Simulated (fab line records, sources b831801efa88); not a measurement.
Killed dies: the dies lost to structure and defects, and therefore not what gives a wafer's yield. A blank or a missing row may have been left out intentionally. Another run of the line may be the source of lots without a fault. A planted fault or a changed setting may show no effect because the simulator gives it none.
2 desks looking at one fault + flow gf180mcu + only its own numbers are on each desk; what lay behind them is given at the end

== DESK OF THE TOOL OWNER: implanter-03 ==
The tool's own readings at GF_PSD_IMPLANT_09: means of the sampled wafers that have a number, for each lot that ran on this tool. The brackets show how far a lot's mean lies from the usual mean; more than 4 standard deviations puts the lot out of limits, marked OUT.
Columns: A = beam-energy-keV at GF_PSD_IMPLANT_09, usual 39.997; B = beam-on-s at GF_PSD_IMPLANT_09, usual 10.01 s; C = end-station-pressure-torr at GF_PSD_IMPLANT_09, usual 1.18e-05 Torr
| lot  | first seen here | A                        | B     | C        |
|------|-----------------|--------------------------|-------|----------|
| L894 | day 17 09:00    | 30.205 (-99 or more) OUT | 10.16 | 1.17e-05 |
| L895 | day 17 17:10    | 30.209 (-99 or more) OUT | 9.90  | 1.09e-05 |
| L905 | day 21 14:11    | 40.003                   | 10.03 | 1.20e-05 |
| L907 | day 22 06:29    | 39.996                   | 10.10 | 1.16e-05 |
Finding of this desk: L894, L895 out of limits; the first was L894 at day 17 09:00, on beam-energy-keV at GF_PSD_IMPLANT_09. Within limits: L905, L907.

== FROM THE METROLOGY DESK ==
Lot by lot, what the gauges showed, no matter which tool ran the lot: averages of those sampled wafers that carry a number. The brackets show how far a lot's mean lies from the usual mean; more than 4 standard deviations puts the lot out of limits, marked OUT.
Columns: A = PSD_TW at GF_PSD_TW_MEAS_11, usual 3149; B = PSD_RS at GF_PSD_RS_MEAS_15, usual 108.39 ohm/sq; C = TOP_METAL_OVL at GF_TOP_METAL_OVL_MEAS_15, usual 0.1 nm
| lot  | first seen here | A              | B                | C    |
|------|-----------------|----------------|------------------|------|
| L887 | day 14 19:59    | 3151           | 108.82           | -0.3 |
| L894 | day 17 09:14    | 2921 (-16) OUT | 122.99 (+56) OUT | -1.4 |
| L895 | day 17 17:23    | 2926 (-16) OUT | 122.51 (+54) OUT | 0.5  |
| L901 | day 19 21:14    | 3145           | 108.26           | 1.3  |
| L902 | day 20 05:50    | 3146           | 108.51           | -0.3 |
| L903 | day 20 14:29    | 3139           | 108.17           | 0.3  |
| L904 | day 20 20:26    | 3140           | 108.12           | 2.4  |
| L905 | day 21 14:26    | 3147           | 108.24           | 0.8  |
| L906 | day 21 20:21    | 3136           | 108.34           | 0.4  |
| L907 | day 22 06:44    | 3181           | 108.23           | -1.2 |
| L908 | day 22 07:03    | 3157           | 108.57           | 0.5  |
This desk's finding: out of limits on L894, L895; first on L894, day 17 09:14 (PSD_TW at GF_PSD_TW_MEAS_11). Within limits: L887, L901, L902, L903, L904, L905, L906, L907, L908.

== PUT TOGETHER ==
An alarm could have come from the tool owner's desk at day 17 09:00, on L894, L895.
On L894, L895, the metrology desk was in a position to raise an alarm at day 17 09:14.
GF_PSD_IMPLANT_09 was run on implanter-03 by each of the lots named.

== WHAT THE SIMULATOR PUT IN ==
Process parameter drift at GF_PSD_IMPLANT_09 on implanter-03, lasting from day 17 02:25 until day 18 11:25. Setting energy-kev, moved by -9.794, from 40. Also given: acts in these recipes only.
Struck lots among those shown: L894, L895.
Time in hours from fault onset to the first out-of-limits reading at each desk: tool owner's desk 7, metrology desk 7.
